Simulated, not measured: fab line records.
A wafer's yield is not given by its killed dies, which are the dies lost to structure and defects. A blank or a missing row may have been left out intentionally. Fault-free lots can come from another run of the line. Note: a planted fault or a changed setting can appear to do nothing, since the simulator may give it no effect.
2 desks, one fault    flow gf180mcu    what lay behind the numbers comes last; until then each desk has only its own

METROLOGY DESK
What the gauges read, lot by lot, whatever tool the lot ran on: means of the sampled wafers that have a number. A lot is out of limits, marked OUT, if its mean lies more than 4 standard deviations from the usual mean; the brackets give that distance.
Columns: A = VT_IMPLANT_3_TW at GF_VT_IMPLANT_TW_MEAS_32, usual 267.7; B = NWELL_RS at GF_VT_IMPLANT_RS_MEAS_47, usual 487.2 ohm/sq
lot   first seen here  A      B
L474  day 6 20:52      267.9  487.1
L477  day 7 16:18      268.7  486.9
L479  day 8 05:45      268.3  488.5
L481  day 8 17:05      268.0  485.7
L483  day 9 08:10      267.9  488.7
L484  day 9 13:26      268.6  487.3
L485  day 9 20:05      267.9  487.8
L487  day 10 09:56     267.2  487.4
L493  day 12 00:03     267.9  486.8
L495  day 12 12:52     265.9  486.4
L496  day 12 21:03     268.5  507.0 (+15) OUT
L497  day 13 03:33     265.3  506.7 (+15) OUT
Per this desk, out of limits: L496, L497; the first was L496, day 13 17:24 (NWELL_RS at GF_VT_IMPLANT_RS_MEAS_47). L474, L477, L479, L481, L483, L484, L485, L487, L493, L495: within limits.

AT THE TOOL OWNER'S DESK: implanter-03
For each lot that ran on this tool, the mean over its sampled wafers that have a number, from the tool's own readings at GF_NWELL_IMPLANT_09. A lot is out of limits, marked OUT, if its mean lies more than 4 standard deviations from the usual mean; the brackets give that distance.
Columns: A = beam_on_s at GF_NWELL_IMPLANT_09, usual 9.99 s; B = dose_ions_cm2 at GF_NWELL_IMPLANT_09, usual 4e+12; C = end_station_pressure_torr at GF_NWELL_IMPLANT_09, usual 5.04e-06 Torr; D = faraday_current_uA at GF_NWELL_IMPLANT_09, usual 22.6
lot   first seen here  A      B                        C         D
L481  day 4 20:32      9.91   4e+12                    4.79e-06  22.8
L484  day 5 14:42      10.07  4e+12                    4.60e-06  22.5
L487  day 6 07:52      9.82   4e+12                    5.04e-06  23.0
L493  day 7 14:34      9.96   4e+12                    5.10e-06  22.6
L496  day 8 07:52      9.96   3e+12 (-99 or more) OUT  4.96e-06  16.9 (-13) OUT
L497  day 8 13:08      9.96   3e+12 (-99 or more) OUT  5.12e-06  17.0 (-12) OUT
This desk's verdict: out of limits on L496, L497, starting with L496 at day 8 07:52 (dose_ions_cm2 at GF_NWELL_IMPLANT_09). L481, L484, L487, L493: within limits.

TAKEN TOGETHER
The tool owner's desk had the chance to raise an alarm at day 8 07:52 on L496, L497.
Metrology desk: alarm possible at day 13 17:24 on L496, L497.
On implanter-03, each named lot ran GF_NWELL_IMPLANT_09.

WHAT HAD BEEN PUT IN BY THE SIMULATOR
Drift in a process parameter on implanter-03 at GF_NWELL_IMPLANT_09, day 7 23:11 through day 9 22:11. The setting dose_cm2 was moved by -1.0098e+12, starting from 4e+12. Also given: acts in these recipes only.
Shown lots that were struck: L496, L497.
Counting hours from when the fault started, the first reading out of limits came at 9 for the tool owner's desk and at 138 for the metrology desk.
